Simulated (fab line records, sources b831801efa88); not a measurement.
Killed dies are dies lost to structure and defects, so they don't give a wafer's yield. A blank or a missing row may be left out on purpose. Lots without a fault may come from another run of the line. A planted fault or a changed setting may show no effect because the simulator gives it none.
A struck lot beside a sound one | flow gf180mcu | 16 steps out of a route of 602
Sound: wafers L934.2, L934.5, L934.6. Struck: wafers L947.1, L947.2, L947.4. The cause comes at the end.
At each step with rows: each side's tool, then ch and its chambers, then its first start. Under that, the readings that differ: sound wafers | struck wafers | difference of the means | sigmas: that difference in standard deviations of wafers without a fault.
alike: readings whose means differ by less than 2 such deviations, and words and numbers that are the same on both sides. not compared: withheld readings, readings that some wafer has no value for, bounds like >300 that may hide the same value, and numbers for which the record gives no deviation and whose values overlap.
The two part at a step that has a row with sigmas, a row that says differs or no value, or rows on one side only. Numbers that don't overlap but have no deviation are shown without sigmas and don't part them. A reading that every wafer of one side lacks parts them only if that side has two wafers or more.

GF_M2_SPUTTER_04: material TiN, target thk 50 nm, time 41.7 s.
  sound on pvd_sputter-01, day 18 15:28; struck on pvd_sputter-02, day 23 21:20
  alike: throttle_valve_pct
GF_M2_RS_MEAS_05: measures by four-point-probe.
  sound on film_metro-04, day 18 15:32; struck on film_metro-03, day 23 21:23
  alike: M2_ALCU_RS
GF_M2_THK_MEAS_06: measures by xrf.
  sound on film_metro-04, day 18 15:38; struck on film_metro-03, day 23 21:30
  alike: M2_ALCU_THK
then, 7 steps without rows for these wafers: GF_M2_DEHYDRATE_07 (time 60 s); GF_M2_HMDS_08 (prime time 60 s); GF_M2_COAT_09 (resist thk 1000 nm); GF_M2_SOFTBAKE_10 (time 60 s); GF_M2_EXPOSE_11 (exposes mask Metal2, target cd 280 nm); GF_M2_PEB_12 (peb time 90 s); GF_M2_DEVELOP_13 (develop time 58.94 s).
GF_M2_CD_MEAS_14: target cd 280 nm.
  sound on cd_sem-02, day 19 16:03; struck on cd_sem-02, day 24 20:04
  alike: cd_nm
GF_M2_OVL_MEAS_15:
  sound on overlay-02, day 19 16:09; struck on overlay-02, day 24 20:11
  alike: M2_OVL
GF_M2_METAL_ETCH_16: etches the open film in Cl2/BCl3, stops on SiO2, target depth 627.5 nm, time 104.6 s.
  sound on rie_metal-02 ch 0,1, day 19 16:11; struck on rie_metal-02 ch 0, day 24 20:14
  reading                             | sound             | struck            | difference | sigmas
  rf_fwd_power_W (W)                  | 793.4 800.3 790.7 | 922.0 924.0 922.0 | +127.9     | +56
  model.KrF_of_M2_COAT_09.thk_nm (nm) | 731.3 734.4 737.9 | 693 693.1 695.9   | -41        |
  alike: bcl3_flow_sccm, drypump_motor_current_A, oes_product_au, throttle_valve_pct
  not compared: rf_hours_counter_h
GF_M2_STRIP_17: strips in O2/N2.
  sound on plasma_asher-04 ch 0,1, day 19 16:17; struck on plasma_asher-01 ch 0,1, day 24 20:27
  reading                      | sound             | struck            | difference | sigmas
  oes_product_au (a.u.)        | 0.562 0.562 0.561 | 0.541 0.539 0.543 | -0.021     | -4
  strip_time_to_endpoint_s (s) | 7.84 7.86 7.90    | 7.48 7.47 7.49    | -0.39      | -8
  alike: drypump_motor_current_A, heater_power_w
  not compared: rf_hours_counter_h
then, 2 steps without rows for these wafers: GF_M2_STRIP_18 (strips in post etch residue remover, time 1200 s); GF_PASSIVATION_PROBE_99.

WHERE THEY PART
First at GF_M2_METAL_ETCH_16; last, within this record, at GF_M2_STRIP_17.

WHY: what the simulator had put in
Process parameter drift: rie_metal-02, from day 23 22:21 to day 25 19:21, at GF_M2_METAL_ETCH_16. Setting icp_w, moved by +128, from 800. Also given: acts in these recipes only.
